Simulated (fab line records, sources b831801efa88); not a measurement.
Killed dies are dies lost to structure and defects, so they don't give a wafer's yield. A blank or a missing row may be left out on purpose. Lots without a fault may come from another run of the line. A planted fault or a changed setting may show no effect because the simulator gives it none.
Problem report in the 8D (eight disciplines) form, filled by code | flow sky130 | the parts of the form that need people (team, actions taken, sign-off) are left out

1. THE PROBLEM
killed_at_contacts at SKY_PAD_OPEN_PROBE_99 reads a mean of 79 on 3 wafers of 2 lots; wafers without a fault read 24 with a standard deviation of 5.9. That is +9.3 standard deviations from the usual mean.
First seen on wafer L866.1, day 49 05:46, on prober-02. The record holds 14 wafers of 5 lots with a number at this step. Rule for "out", or "out of limits": more than 4 standard deviations from the usual mean. The other wafers with a number count as sound.

2. WHAT IT IS AND WHAT IT IS NOT
question                    | is                              | is not
which readings at this step | killed_at_contacts, killed_dies | killed_at_M0_to_M3, killed_at_M4_up, killed_at_front_end, killed_at_other, killed_open, killed_short
which lots                  | L866, L868                      | L860, L861, L878
which wafers of those lots  | L866.1, L866.5, L868.1          | L868.3, L868.5
read on which tools         | prober-02                       | prober-01
when                        | from day 49 05:46               | up to then (6 sound wafers); but 5 sound wafers of L868, L878 came after

3. SUSPECTS, AND WHAT RULES EACH OUT
Counting: a tool at a process step up to the reading stays a suspect if it ran every lot that is out. Sound lots after the first of them don't rule it out here, since some wafers of a struck lot are sound.
- cmp-02 at SKY_CONTACT_CMP_04 (polishes SiO2): kept. It ran every lot that is out, first L866 (day 34 13:08); its last sound lot up to then is L861 (day 32 19:23).
- rie_diel-01 at SKY_CONTACT_ETCH_16 (etches BARC in N2/H2, stops on SiO2, time 45.9 s, target depth 60 nm): kept. It ran every lot that is out, first L866 (day 35 16:52); its last sound lot up to then is L861 (day 33 22:43).
- prober-02 at SKY_PAD_OPEN_PROBE_99: kept. It ran every lot that is out, first L866 (day 49 05:46); its last sound lot up to then is L860 (day 47 23:23). Its own readings are out on those wafers: killed_at_contacts, killed_dies.
- Within rie_diel-01 at SKY_CONTACT_ETCH_16: the wafers that are out ran in chamber 1; their sound lot-mates ran in chambers 2, 3.
Left after counting: cmp-02 at SKY_CONTACT_CMP_04, rie_diel-01 at SKY_CONTACT_ETCH_16, prober-02 at SKY_PAD_OPEN_PROBE_99.

4. THE CAUSE (what the simulator had put in)
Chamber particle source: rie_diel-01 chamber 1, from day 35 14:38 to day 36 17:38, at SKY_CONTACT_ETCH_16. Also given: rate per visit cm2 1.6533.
Counting left 3 suspects, and this tool is among them.

5. THE CHAIN OF EFFECTS, in route order
Each row: a reading whose mean over the struck wafers that have a number lies more than 3 standard deviations from the usual. Only readings for which the record gives a usual standard deviation are gone through. hours: the time from each lot's start at the first step in this table that gives one to its start at this step, as a median over the lots. sigmas: the change in usual standard deviations.
hours | step                  | reading            | usual | on struck wafers | change | sigmas
0     | SKY_PAD_OPEN_PROBE_99 | killed_at_contacts | 24    | 79               | +55    | +9.3
0     | SKY_PAD_OPEN_PROBE_99 | killed_dies        | 85    | 136              | +51    | +5.1
The process steps in it:
- SKY_PAD_OPEN_PROBE_99

6. WHAT WOULD HAVE CAUGHT IT SOONER
In this record the first reading out of limits was taken at day 49 05:46, 327 hours after the fault began at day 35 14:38.
Of the tool readings at SKY_CONTACT_ETCH_16 for which the record gives a usual standard deviation, none was out on any struck wafer, so an alarm limit of 4 standard deviations on them would not have fired.
All the lots that are out (2) had begun SKY_CONTACT_ETCH_16 on rie_diel-01 by day 49 05:46. A hold on the tool at that time would have spared none of them.
